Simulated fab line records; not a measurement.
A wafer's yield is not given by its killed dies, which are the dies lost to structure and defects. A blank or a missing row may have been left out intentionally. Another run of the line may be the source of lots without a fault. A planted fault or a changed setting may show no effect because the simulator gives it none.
Comparing a struck lot with a sound one || flow sky130 || 33 steps out of a route of 708
Sound: these wafers, L590.1, L590.2, L590.3. Struck: wafers L601.2, L601.5 (left out: L601.3, a lot-mate that was not struck); the cause follows at the end.
Per side, at each step with rows, come the tool, then ch with its chambers, and then its first start. Under that, the readings that differ: sound wafers || struck wafers || difference of the means || sigmas: that difference in standard deviations of wafers without a fault.
alike: a reading whose means differ by less than 2 such deviations, as well as words and numbers matching on both sides. not compared: withheld readings; readings where some wafer has no value; bounds like >300 that might hide an equal value; numbers whose values overlap and for which the record gives no deviation.
The two part at a step that has a row with sigmas, a row that says differs or no value, or rows on one side only. Numbers that have no deviation but don't overlap get no sigmas and don't part them. A reading that every wafer of one side lacks parts them only if that side has two wafers or more.

first, 4 steps without rows for these wafers: SKY_LOCAL_INTERCONNECT_SOFTBAKE_07 (time 90 s); SKY_LOCAL_INTERCONNECT_EXPOSE_08 (exposes mask LI1M, target cd 170 nm); SKY_LOCAL_INTERCONNECT_PEB_09; SKY_LOCAL_INTERCONNECT_DEVELOP_10 (develop time 60 s).
SKY_LOCAL_INTERCONNECT_CD_MEAS_11 targets a cd of 170 nm.
  struck on cd_sem-02, day 36 15:08; sound on cd_sem-01, day 33 15:52
  alike: cd_nm
SKY_LOCAL_INTERCONNECT_OVL_MEAS_12:
  struck on overlay-02, day 36 15:15; sound on overlay-01, day 33 15:59
  alike: LOCAL_INTERCONNECT_OVL
SKY_LOCAL_INTERCONNECT_ETCH_13: etches BARC in N2/H2, stops on SiO2, time 45.9 s, target depth 60 nm.
  sound on rie_metal-04 ch 0,1, day 33 16:02; struck on rie_metal-03 ch 0,1, day 36 15:17
  alike: drypump_motor_current_A, oes_product_au, throttle_valve_pct
  not compared: rf_hours_counter_h
SKY_LOCAL_INTERCONNECT_METAL_ETCH_14: etches TiN in Cl2/BCl3, stops on PSG, target depth 110 nm, time 31.4 s.
  sound on rie_metal-04 ch 0,1, day 33 16:05; struck on rie_metal-03 ch 0,1, day 36 15:20
{"reading": "throttle_valve_pct (%)", "sound": "21.918 21.900 21.930", "struck": "21.885 21.891", "difference": -0.028, "sigmas": -3}
  alike: drypump_motor_current_A, oes_product_au
  not compared: rf_hours_counter_h
then, 4 steps without rows for these wafers: SKY_LOCAL_INTERCONNECT_STRIP_15 (strips in O2/N2); SKY_LOCAL_INTERCONNECT_STRIP_16 (strips in post etch residue remover, time 1200 s); SKY_LOCAL_INTERCONNECT_CLEAN_17 (cleans in IPA, time 180 s); SKY_LOCAL_INTERCONNECT_CLEAN_18 (cleans in O3/DIW).
SKY_CONTACT_CVD_00: deposits Si3N4, target thk 75 nm.
  sound on pecvd-01 ch 0,1,2, day 33 16:44; struck on pecvd-04 ch 0, day 36 16:04
{"reading": "rf_fwd_power_W (W)", "sound": "445.7 446.4 445.3", "struck": "374.1 371.1", "difference": -73.2, "sigmas": -49}
{"reading": "model.Si3N4_of_CONTACT_CVD_00.thk_nm (nm)", "sound": "74.4 74.61 74.99", "struck": "71.28 73.12", "difference": -2.47, "sigmas": ""}
  alike: heater_power_w
SKY_CONTACT_THK_MEAS_01:
  struck on film_metro-02, day 36 16:07; sound on film_metro-02, day 33 16:46
{"reading": "CONTACT_CVD_00_THK (nm)", "sound": "74.3 74.6 75.0", "struck": "71.3 73.1", "difference": -2.4, "sigmas": -3}
then, 1 step without rows for these wafers: SKY_CONTACT_HDPCVD_02 (deposits SiO2, target thk 565 nm, time 94.2 s).
SKY_CONTACT_THK_MEAS_03:
  struck on film_metro-04, day 36 16:14; sound on film_metro-01, day 33 16:54
  alike: CONTACT_HDPCVD_THK
SKY_CONTACT_CMP_04: polishes SiO2.
  sound on cmp-01 ch 0,1,3, day 33 16:58; struck on cmp-01 ch 3, day 36 16:17
  alike: motor_current_A
SKY_CONTACT_BOW_MEAS_05:
  struck on film_metro-04, day 36 16:36; sound on film_metro-01, day 33 17:16
  alike: CONTACT_BOW
then, 8 steps without rows for these wafers: SKY_CONTACT_DEHYDRATE_06 (time 60 s); SKY_CONTACT_HMDS_07 (prime time 60 s); SKY_CONTACT_COAT_08 (resist thk 60 nm); SKY_CONTACT_COAT_09 (resist thk 450 nm); SKY_CONTACT_SOFTBAKE_10 (time 90 s); SKY_CONTACT_EXPOSE_11 (exposes mask CTM1, target cd 170 nm); SKY_CONTACT_PEB_12; SKY_CONTACT_DEVELOP_13 (develop time 60 s).
SKY_CONTACT_CD_MEAS_14 targets a cd of 170 nm.
  struck on cd_sem-02, day 37 18:32; sound on cd_sem-02, day 34 19:53
  alike: cd_nm
SKY_CONTACT_OVL_MEAS_15:
  struck on overlay-01, day 37 18:39; sound on overlay-02, day 34 20:01
  alike: CONTACT_OVL
SKY_CONTACT_ETCH_16: etches BARC in N2/H2, stops on SiO2, time 45.9 s, target depth 60 nm.
  sound on rie_diel-01 ch 0,1,2, day 34 20:02; struck on rie_diel-03 ch 0,3, day 37 18:41
{"reading": "throttle_valve_pct (%)", "sound": "13.227 13.224 13.204", "struck": "13.236 13.246", "difference": "+0.023", "sigmas": "+2"}
  alike: drypump_motor_current_A, oes_product_au
  not compared: rf_hours_counter_h
SKY_CONTACT_ETCH_17: etches SiO2 in C4F8/O2/Ar, stops on Si3N4, target depth 340 nm.
  sound on rie_diel-01 ch 0,1,2, day 34 20:05; struck on rie_diel-03 ch 0,3, day 37 18:43
  alike: oes_product_au
SKY_CONTACT_ETCH_18: etches Si3N4 in CHF3/O2, stops on TiN, time 39 s, target depth 75 nm.
  sound: rie_diel-01 ch 0,1,2; struck: rie_diel-03 ch 0,3
{"reading": "oes_product_au (a.u.)", "sound": "0.848 0.853 0.860", "struck": "0.838 0.834", "difference": -0.018, "sigmas": -2}
{"reading": "model.etch.depth_nm (nm)", "sound": "74.4 74.61 74.99", "struck": "71.28 73.12", "difference": -2.47, "sigmas": ""}
  alike: drypump_motor_current_A, throttle_valve_pct
  not compared: rf_hours_counter_h
then, 2 steps without rows for these wafers: SKY_CONTACT_STRIP_19 (strips in O2/N2); SKY_PAD_OPEN_PROBE_99.

== WHERE THEY PART ==
Earliest at SKY_LOCAL_INTERCONNECT_METAL_ETCH_14; latest, in this record, at SKY_CONTACT_ETCH_18.

WHY: what the simulator had put in
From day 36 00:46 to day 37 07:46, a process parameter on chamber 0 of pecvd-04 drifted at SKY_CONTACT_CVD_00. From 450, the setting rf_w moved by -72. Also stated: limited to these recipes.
